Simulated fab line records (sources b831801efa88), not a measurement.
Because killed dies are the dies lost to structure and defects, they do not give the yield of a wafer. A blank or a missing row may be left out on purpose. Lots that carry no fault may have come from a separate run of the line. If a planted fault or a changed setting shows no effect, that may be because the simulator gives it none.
fab line records	flow sky130
record lots=6	wafers=18	last_day=51
route steps=708 shown LDD_HVN@274 LDD_HVP@278 LDD_LDN@289 PAD_OPEN@708
lots untouched by any fault: they come from a run of this same line in which no faults occurred
start_h: start of the lot's first displayed wafer, in hours after the record's first day	wait_h: hours since the lot's step before	" unchanged from the row above	L1.1+2: one row covering several wafers at once	- no value present, or no start provided	* or withheld: withheld	< > ~ a bound
route shown NAME@n: NAME is a module with steps in the file, n the number in the route of the first one	usual: average and standard deviation across the fault-free wafers	same: alike in all rows	chamber/n: place in a boat	sites: the reading at each site	_std_site: how widely they spread, as a standard deviation	_edge_site: mean of outer sites minus mean of inner sites	radius_mm: for every site, how far away it sits from the centre of the wafer	mask NAME#n: copy n	behind: the most recent tool/chamber to have shaped the wafer	hold: reason for holding the lot/hours on hold/outcome of the hold	device: which transistor (n, p or np) failed to switch	end of line: the same wafers' tests at the end of the route	step lacking rows: just its recipe	killed: the dies lost at the first sort to structure and to defects; this is not the yield of the wafer	map: dies across one wafer; x = killed, . = not, _ = none there
set.NAME: the setting that was run; set.NAME@STEP: the one run at that earlier step	model.NAME: the simulator's own value behind a step, which no gauge read
a table for each step, a row for each wafer; lots at some steps of the route
services: a tool's chamber out of use, with start hour (start_h, from the record's first day; less than 0 if before it), hours out, and reason
## steps
# step SKY_LDD_HVN_OVL_MEAS_07
# usual LDD_HVN_OVL=-0.1/1.1
lot.wafer	tool	chamber	start_h	wait_h	LDD_HVN_OVL[nm]
L841.1	overlay-02	-	495.94	0.1	0.0
L841.4	"	-	"	"	-0.7
L841.6	"	-	"	"	-0.1
L843.1	overlay-01	-	504.89	0.1	1.5
L843.5	"	-	"	"	0.1
L843.6	"	-	"	"	0.2
L847.1	overlay-01	-	546.82	0.1	-2.2
L847.2	"	-	"	"	-3.0
L847.3	"	-	"	"	-0.9
L850.1	overlay-02	-	574.92	0.1	2.4
L850.4	"	-	"	"	0.3
L850.6	"	-	"	"	0.5
L857.1	overlay-02	-	626.54	0.1	0.6
L857.3	"	-	"	"	0.7
L857.5	"	-	"	"	-0.3
L861.2	overlay-01	-	687.64	0.1	-1.1
L861.4	"	-	"	"	-0.4
L861.5	"	-	"	"	-1.1
# step SKY_LDD_HVN_IMPLANT_08
# recipe species=P	energy_kev=59.32	dose_cm2=3e+13	tilt_deg=40
# step SKY_LDD_HVN_STRIP_09
# recipe chemistry=O2/N2	power_w=1400	pressure_mtorr=1500	platen_temp_c=withheld	o2_flow_sccm=3000	n2_flow_sccm=300	overash_fraction=0.5
# usual chamber_pressure_mTorr=1500.2/1.2	drypump_motor_current_A=6.0/0.42	oes_product_au=0.408/0.0044	strip_time_to_endpoint_s=4.138/0.014
lot.wafer	tool	chamber	start_h	wait_h	chamber_pressure_mTorr	drypump_motor_current_A	oes_product_au	rf_hours_counter_h	strip_time_to_endpoint_s
L841.1	plasma_asher-04	0	496.12	0.1	1499.6	6.4	0.405	67	4.112
L841.4	"	0	"	"	1500.2	6.4	0.398	-	4.113
L841.6	"	0	"	"	1500.8	6.4	0.404	-	4.104
L843.1	plasma_asher-04	1	505.07	0.1	1498.8	5.8	0.407	68	4.142
L843.5	"	1	"	"	1499.6	5.7	0.413	-	4.131
L843.6	"	0	"	"	1498.5	6.3	0.409	-	4.120
L847.1	plasma_asher-04	0	547.00	0.1	1498.1	6.4	0.408	73	4.147
L847.2	"	1	"	"	1502.6	5.8	0.403	73	4.127
L847.3	"	0	"	"	1500.4	6.4	0.404	-	4.135
L850.1	plasma_asher-03	1	575.10	0.1	1499.7	5.5	0.414	85	4.153
L850.4	"	1	"	"	1500.2	5.5	0.411	-	4.137
L850.6	"	0	"	"	1500.7	6.6	0.412	-	4.125
L857.1	plasma_asher-02	0	626.72	0.1	1500.3	6.3	0.409	51	4.109
L857.3	"	0	"	"	1502.2	6.3	0.406	-	4.131
L857.5	"	0	"	"	1500.1	6.3	0.404	-	4.140
L861.2	plasma_asher-03	1	687.82	0.1	1498.4	5.4	0.407	95	4.133
L861.4	"	0	"	"	1502.2	6.5	0.408	-	4.129
L861.5	"	0	"	"	1501.8	6.6	0.403	-	4.148
# step SKY_LDD_HVN_TW_MEAS_10
# usual LDD_HVN_TW=1428/19
lot.wafer	tool	chamber	start_h	wait_h	LDD_HVN_TW
L841.1	film_metro-03	-	496.22	0.1	1417
L841.4	"	-	"	"	1408
L841.6	"	-	"	"	1410
L843.1	film_metro-04	-	505.17	0.1	1421
L843.5	"	-	"	"	1421
L843.6	"	-	"	"	1421
L847.1	film_metro-04	-	547.10	0.1	1408
L847.2	"	-	"	"	1419
L847.3	"	-	"	"	1411
L850.1	film_metro-03	-	575.20	0.1	1415
L850.4	"	-	"	"	1418
L850.6	"	-	"	"	1414
L857.1	film_metro-02	-	626.82	0.1	1453
L857.3	"	-	"	"	1439
L857.5	"	-	"	"	1441
L861.2	film_metro-03	-	687.93	0.1	1417
L861.4	"	-	"	"	1411
L861.5	"	-	"	"	1416
# step SKY_LDD_HVP_DEHYDRATE_00
# recipe temp_c=200	time_s=60
# step SKY_LDD_HVP_HMDS_01
# recipe prime_time_s=60	prime_temp_c=120
# step SKY_LDD_HVP_COAT_02
# recipe resist=NOVOLAK	spin_rpm=3000	resist_thk_nm=300
# step SKY_LDD_HVP_SOFTBAKE_03
# recipe temp_c=90	time_s=60	resist=NOVOLAK
# step SKY_LDD_HVP_EXPOSE_04
# recipe mask_id=HVPTM	na=0.6	source_shape=conventional	sigma_outer=0.6	polarization=unpolarized	target_cd_nm=700	dose_mj=86
# step SKY_LDD_HVP_PEB_05
# recipe temp_c=withheld	time_s=*	resist=NOVOLAK
# step SKY_LDD_HVP_DEVELOP_06
# recipe resist=NOVOLAK	developer=TMAH	develop_time_s=60	dev_temp_c=23
# step SKY_LDD_HVP_OVL_MEAS_07
# usual LDD_HVP_OVL=-0.6/1.3
lot.wafer	tool	chamber	start_h	wait_h	LDD_HVP_OVL[nm]
L841.1	overlay-02	-	526.99	0.1	0.3
L841.4	"	-	"	"	-1.4
L841.6	"	-	"	"	-0.7
L843.1	overlay-02	-	535.07	0.1	-2.0
L843.5	"	-	"	"	-1.8
L843.6	"	-	"	"	-1.3
L847.1	overlay-02	-	577.02	0.1	-1.2
L847.2	"	-	"	"	-1.4
L847.3	"	-	"	"	-0.7
L850.1	overlay-02	-	605.29	0.1	1.3
L850.4	"	-	"	"	1.0
L850.6	"	-	"	"	1.3
L857.1	overlay-01	-	655.78	0.1	-0.8
L857.3	"	-	"	"	0.4
L857.5	"	-	"	"	-0.2
L861.2	overlay-01	-	715.89	0.1	0.3
L861.4	"	-	"	"	0.2
L861.5	"	-	"	"	-1.5
# step SKY_LDD_HVP_IMPLANT_08
# recipe species=B	energy_kev=20	dose_cm2=1.7e+13	tilt_deg=17.9
# usual dose_ions_cm2=1.6999e+13/1.7e+10	faraday_current_uA=95.9/1.9
lot.wafer	tool	chamber	start_h	wait_h	dose_ions_cm2	faraday_current_uA
L841.1	implanter-02	0	527.02	0.0	1.6985e+13	97.7
L841.4	"	0	"	"	1.6996e+13	94.7
L841.6	"	0	"	"	1.6996e+13	96.0
L843.1	implanter-03	0	535.10	0.0	1.7017e+13	94.6
L843.5	"	0	"	"	1.7019e+13	96.0
L843.6	"	0	"	"	1.6983e+13	97.4
L847.1	implanter-02	0	577.05	0.0	1.92e+13	107.5
L847.2	"	0	"	"	1.9218e+13	106.4
L847.3	"	0	"	"	1.9214e+13	106.4
L850.1	implanter-02	0	605.32	0.0	1.9187e+13	108.0
L850.4	"	0	"	"	1.9197e+13	108.5
L850.6	"	0	"	"	1.9207e+13	110.5
L857.1	implanter-04	0	655.82	0.0	1.7012e+13	96.5
L857.3	"	0	"	"	1.7002e+13	97.8
L857.5	"	0	"	"	1.7016e+13	95.8
L861.2	implanter-03	0	715.95	0.0	1.6985e+13	94.8
L861.4	"	0	"	"	1.7003e+13	95.9
L861.5	"	0	"	"	1.6959e+13	99.1
# step SKY_LDD_HVP_STRIP_09
# recipe chemistry=O2/N2	power_w=1400	pressure_mtorr=1500	platen_temp_c=withheld	o2_flow_sccm=3000	n2_flow_sccm=300	overash_fraction=0.5
# usual chamber_pressure_mTorr=1500.1/1.3	drypump_motor_current_A=6.0/0.41	oes_product_au=0.408/0.0043	strip_time_to_endpoint_s=4.128/0.015
lot.wafer	tool	chamber	start_h	wait_h	chamber_pressure_mTorr	drypump_motor_current_A	oes_product_au	rf_hours_counter_h	strip_time_to_endpoint_s
L841.1	plasma_asher-03	0	527.17	0.1	1498.5	6.5	0.397	81	4.127
L841.4	"	1	"	"	1500.3	5.4	0.409	-	4.142
L841.6	"	1	"	"	1502.7	5.4	0.412	-	4.144
L843.1	plasma_asher-03	0	535.25	0.1	1501.1	6.6	0.413	82	4.110
L843.5	"	1	"	"	1500.9	5.5	0.410	-	4.105
L843.6	"	0	"	"	1499.6	6.6	0.410	-	4.113
L847.1	plasma_asher-03	1	577.20	0.1	1502.8	5.4	0.413	85	4.113
L847.2	"	0	"	"	1501.6	6.6	0.408	85	4.104
L847.3	"	1	"	"	1500.8	5.4	0.409	-	4.117
L850.1	plasma_asher-03	1	605.47	0.1	1500.3	5.4	0.409	88	4.152
L850.4	"	0	"	"	1501.8	6.6	0.406	-	4.130
L850.6	"	1	"	"	1497.1	5.4	0.403	-	4.135
L857.1	plasma_asher-02	1	655.97	0.1	1499.4	5.8	0.411	54	4.134
L857.3	"	1	"	"	1499.4	5.8	0.406	-	4.175
L857.5	"	0	"	"	1500.7	6.3	0.404	-	4.145
L861.2	plasma_asher-03	0	716.07	0.1	1499.0	6.6	0.404	98	4.126
L861.4	"	0	"	"	1500.8	6.6	0.416	-	4.153
L861.5	"	1	"	"	1498.5	5.5	0.408	-	4.138
# step SKY_LDD_HVP_TW_MEAS_10
# usual LDD_HVP_TW=455/5.3
lot.wafer	tool	chamber	start_h	wait_h	LDD_HVP_TW
L841.1	film_metro-02	-	527.27	0.1	461
L841.4	"	-	"	"	461
L841.6	"	-	"	"	463
L843.1	film_metro-02	-	535.35	0.1	463
L843.5	"	-	"	"	462
L843.6	"	-	"	"	462
L847.1	film_metro-02	-	577.30	0.1	476
L847.2	"	-	"	"	475
L847.3	"	-	"	"	475
L850.1	film_metro-02	-	605.57	0.1	479
L850.4	"	-	"	"	477
L850.6	"	-	"	"	478
L857.1	film_metro-01	-	656.07	0.1	450
L857.3	"	-	"	"	451
L857.5	"	-	"	"	451
L861.2	film_metro-04	-	716.18	0.1	451
L861.4	"	-	"	"	451
L861.5	"	-	"	"	452
# step SKY_LDD_LDN_DEHYDRATE_00
# recipe temp_c=200	time_s=60
# step SKY_PAD_OPEN_PROBE_99
# usual killed_at_M0_to_M3=43/6.8	killed_at_M4_up=3.1/1.8	killed_at_contacts=25/5.8	killed_at_front_end=15/4.2	killed_at_other=0.3/0.5	killed_dies=87/9.7	killed_on_rim=17/4.1	killed_open=47/7.3	killed_short=39/6.6
# same gross_dies=492	killed_at_back_side=0
lot.wafer	tool	chamber	start_h	wait_h	killed_at_M0_to_M3	killed_at_M4_up	killed_at_contacts	killed_at_front_end	killed_at_other	killed_dies	killed_on_rim	killed_open	killed_short	model.etest.tip_p_5v.rs_ohm_sq
L841.1	prober-01	-	1098.24	0.1	36	2	26	16	0	80	18	50	30	2863
L841.4	prober-01	-	1098.39	0.2	42	3	21	15	1	82	23	40	42	2868
L841.6	prober-01	-	1098.49	0.2	48	0	25	14	1	88	11	47	41	2869
L843.1	prober-01	-	1104.75	0.1	42	1	32	9	1	85	12	45	40	2874
L843.5	prober-01	-	1104.95	0.2	42	2	22	15	1	82	21	50	32	2899
L843.6	prober-01	-	1105.00	0.2	50	1	23	9	1	84	20	44	40	2876
L847.1	prober-01	-	1133.60	0.1	36	2	29	11	0	78	13	43	35	2600
L847.2	prober-01	-	1133.65	0.1	44	1	30	14	0	89	21	56	33	2595
L847.3	prober-01	-	1133.70	0.2	42	3	28	22	0	95	20	56	39	2615
L850.1	prober-01	-	1150.94	0.1	32	3	27	16	1	79	9	50	29	2628
L850.4	prober-01	-	1151.09	0.2	41	4	31	15	0	91	16	45	46	2638
L850.6	prober-01	-	1151.19	0.2	42	3	29	18	0	92	24	54	38	2628
L857.1	prober-02	-	1181.86	0.1	41	1	21	9	1	73	9	39	34	2824
L857.3	prober-02	-	1181.96	0.2	47	2	33	10	1	93	18	49	44	2840
L857.5	prober-02	-	1182.06	0.2	28	3	25	18	0	74	17	37	37	2844
L861.2	prober-01	-	1214.54	0.1	47	7	20	17	1	92	19	47	45	2874
L861.4	prober-01	-	1214.64	0.2	47	1	28	15	0	91	21	46	45	2889
L861.5	prober-01	-	1214.69	0.2	43	2	23	13	0	81	22	47	34	2887
# killed by level:class
L841.1 VIA1:geometric_particle:open=12 LI_CONTACT:geometric_particle:open=10 CONTACT:geometric_particle:open=9 VIA3:geometric_particle:open=8 POLY_GATE:geometric_particle:short=4 VIA1:geometric_particle:short=4 METAL2:geometric_particle:short=4 FIELD_ISO:geometric_particle:open=3
L841.4 VIA3:geometric_particle:open=9 VIA1:geometric_particle:open=9 CONTACT:geometric_particle:short=8 VIA1:geometric_particle:short=7 CONTACT:geometric_particle:open=6 FIELD_ISO:geometric_particle:open=4 VIA2:geometric_particle:open=4 FIELD_ISO:geometric_particle:short=3
L841.6 VIA1:geometric_particle:open=13 METAL2:geometric_particle:short=10 CONTACT:geometric_particle:open=8 VIA1:geometric_particle:short=6 VIA2:geometric_particle:open=6 LI_CONTACT:geometric_particle:open=5 LOCAL_INTERCONNECT:geometric_particle:short=5 POLY_GATE:geometric_particle:open=4
L843.1 LI_CONTACT:geometric_particle:open=11 VIA1:geometric_particle:open=9 METAL2:geometric_particle:short=7 LOCAL_INTERCONNECT:geometric_particle:short=6 CONTACT:geometric_particle:open=5 VIA3:geometric_particle:open=5 VIA1:geometric_particle:short=5 LI_CONTACT:geometric_particle:short=4
L843.5 VIA1:geometric_particle:open=11 LI_CONTACT:geometric_particle:open=9 CONTACT:geometric_particle:open=6 VIA3:geometric_particle:open=6 FIELD_ISO:geometric_particle:short=5 VIA2:geometric_particle:open=5 POLY_GATE:geometric_particle:open=4 CONTACT:geometric_particle:short=4
L843.6 VIA2:geometric_particle:open=13 CONTACT:geometric_particle:open=8 VIA1:geometric_particle:short=7 VIA3:geometric_particle:open=7 VIA1:geometric_particle:open=6 LI_CONTACT:geometric_particle:open=5 LI_CONTACT:geometric_particle:short=5 METAL3:geometric_particle:short=4
L847.1 CONTACT:geometric_particle:open=14 VIA2:geometric_particle:open=7 METAL2:geometric_particle:short=6 LI_CONTACT:geometric_particle:open=5 CONTACT:geometric_particle:short=5 VIA1:geometric_particle:open=4 POLY_GATE:geometric_particle:short=3 POLY_CUT:geometric_particle:open=3
L847.2 CONTACT:geometric_particle:open=13 VIA3:geometric_particle:open=10 LI_CONTACT:geometric_particle:open=8 VIA2:geometric_particle:open=7 VIA2:geometric_particle:short=6 VIA1:geometric_particle:open=5 POLY_GATE:geometric_particle:open=4 CONTACT:geometric_particle:short=4
L847.3 CONTACT:geometric_particle:open=10 VIA1:geometric_particle:open=9 METAL2:geometric_particle:short=8 LI_CONTACT:geometric_particle:open=7 VIA3:geometric_particle:open=7 POLY_GATE:geometric_particle:open=6 FIELD_ISO:geometric_particle:short=5 VIA2:geometric_particle:open=5
L850.1 CONTACT:geometric_particle:open=13 VIA3:geometric_particle:open=10 VIA1:geometric_particle:open=8 FIELD_ISO:geometric_particle:open=6 LI_CONTACT:geometric_particle:open=5 CONTACT:geometric_particle:short=5 VIA3:geometric_particle:short=5 POLY_GATE:geometric_particle:open=3
L850.4 CONTACT:geometric_particle:open=12 VIA1:geometric_particle:open=11 VIA3:geometric_particle:short=6 LI_CONTACT:geometric_particle:open=5 LOCAL_INTERCONNECT:geometric_particle:short=5 METAL1:geometric_particle:short=5 POLY_GATE:geometric_particle:short=4 LI_CONTACT:geometric_particle:short=4
L850.6 VIA1:geometric_particle:open=10 VIA2:geometric_particle:open=9 CONTACT:geometric_particle:open=8 LI_CONTACT:geometric_particle:open=8 CONTACT:geometric_particle:short=7 VIA3:geometric_particle:open=6 METAL2:geometric_particle:short=6 FIELD_ISO:geometric_particle:short=5
L857.1 CONTACT:geometric_particle:open=9 METAL1:geometric_particle:short=6 VIA1:geometric_particle:open=6 VIA2:geometric_particle:open=6 CONTACT:geometric_particle:short=4 VIA1:geometric_particle:short=4 METAL2:geometric_particle:short=4 VIA3:geometric_particle:short=4
L857.3 CONTACT:geometric_particle:open=13 VIA1:geometric_particle:open=11 LI_CONTACT:geometric_particle:open=7 METAL2:geometric_particle:short=6 CONTACT:geometric_particle:short=6 VIA2:geometric_particle:open=6 VIA1:geometric_particle:short=6 LI_CONTACT:geometric_particle:short=5
L857.5 CONTACT:geometric_particle:open=7 LI_CONTACT:geometric_particle:short=5 METAL1:geometric_particle:short=5 VIA2:geometric_particle:open=5 FIELD_ISO:geometric_particle:short=4 POLY_GATE:geometric_particle:open=4 LOCAL_INTERCONNECT:geometric_particle:short=4 LOCAL_INTERCONNECT:geometric_particle:open=4
L861.2 VIA1:geometric_particle:open=14 CONTACT:geometric_particle:open=8 VIA1:geometric_particle:short=7 VIA3:geometric_particle:open=7 METAL4:geometric_particle:short=6 LI_CONTACT:geometric_particle:open=5 CONTACT:geometric_particle:short=5 VIA3:geometric_particle:short=5
L861.4 CONTACT:geometric_particle:open=8 LOCAL_INTERCONNECT:geometric_particle:short=8 VIA1:geometric_particle:open=8 VIA3:geometric_particle:open=7 VIA2:geometric_particle:open=6 FIELD_ISO:geometric_particle:open=5 CONTACT:geometric_particle:short=5 METAL2:geometric_particle:open=5
L861.5 VIA1:geometric_particle:open=11 CONTACT:geometric_particle:open=8 METAL2:geometric_particle:short=6 FIELD_ISO:geometric_particle:open=5 LI_CONTACT:geometric_particle:open=5 LOCAL_INTERCONNECT:geometric_particle:short=5 VIA2:geometric_particle:open=5 VIA1:geometric_particle:short=4
## services
tool	chamber	start_h	hours	kind
implanter-02	-	495.20	3.7	repair
implanter-04	-	500.05	3.3	repair
implanter-02	-	515.63	6.1	repair
plasma_asher-03	-	541.40	10.2	repair
implanter-04	-	573.61	6.2	pm
implanter-04	-	583.15	1.3	repair
implanter-02	-	592.05	7.7	pm
implanter-03	-	599.65	1.1	repair
plasma_asher-03	-	649.88	4.2	repair
implanter-03	-	666.87	18.1	pm
implanter-02	-	671.53	18.1	repair
plasma_asher-02	-	688.67	2.8	pm
## key
first_sign step=SKY_LDD_HVP_IMPLANT_08	reading=dose_ions_cm2	direction=up	sigmas=99+	usual=*	struck=*
effect step=SKY_LDD_HVP_IMPLANT_08	reading=faraday_current_uA	direction=up	sigmas=6.3	usual=95.9	struck=107.9
effect step=SKY_LDD_HVP_TW_MEAS_10	reading=LDD_HVP_TW	direction=up	sigmas=4.1	usual=455	struck=477
model_effect step=SKY_PAD_OPEN_PROBE_99	value=etest.tip_p_5v.rs_ohm_sq	without=2861	struck=2618
met_at SKY_LDD_HVP_IMPLANT_08
struck_wafers L847.1,L847.2,L847.3,L850.1,L850.4,L850.6
tester_left_out L847,L850
onset_between 527.02 577.05
fault kind=process_parameter_drift	tool=implanter-02	chamber=-	onset_h=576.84	steps=SKY_LDD_HVP_IMPLANT_08	channel=dose_cm2	offset=*	shape=step	end_h=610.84	acts_in=*	stated=*
# tester_left_out: of these lots the tester's yield and bins aren't shown, on N5 and GAA mostly nor the transistor test; their killed dies are dies lost to structure and defects alone, not to doping, threshold or leakage, so they don't give the yield
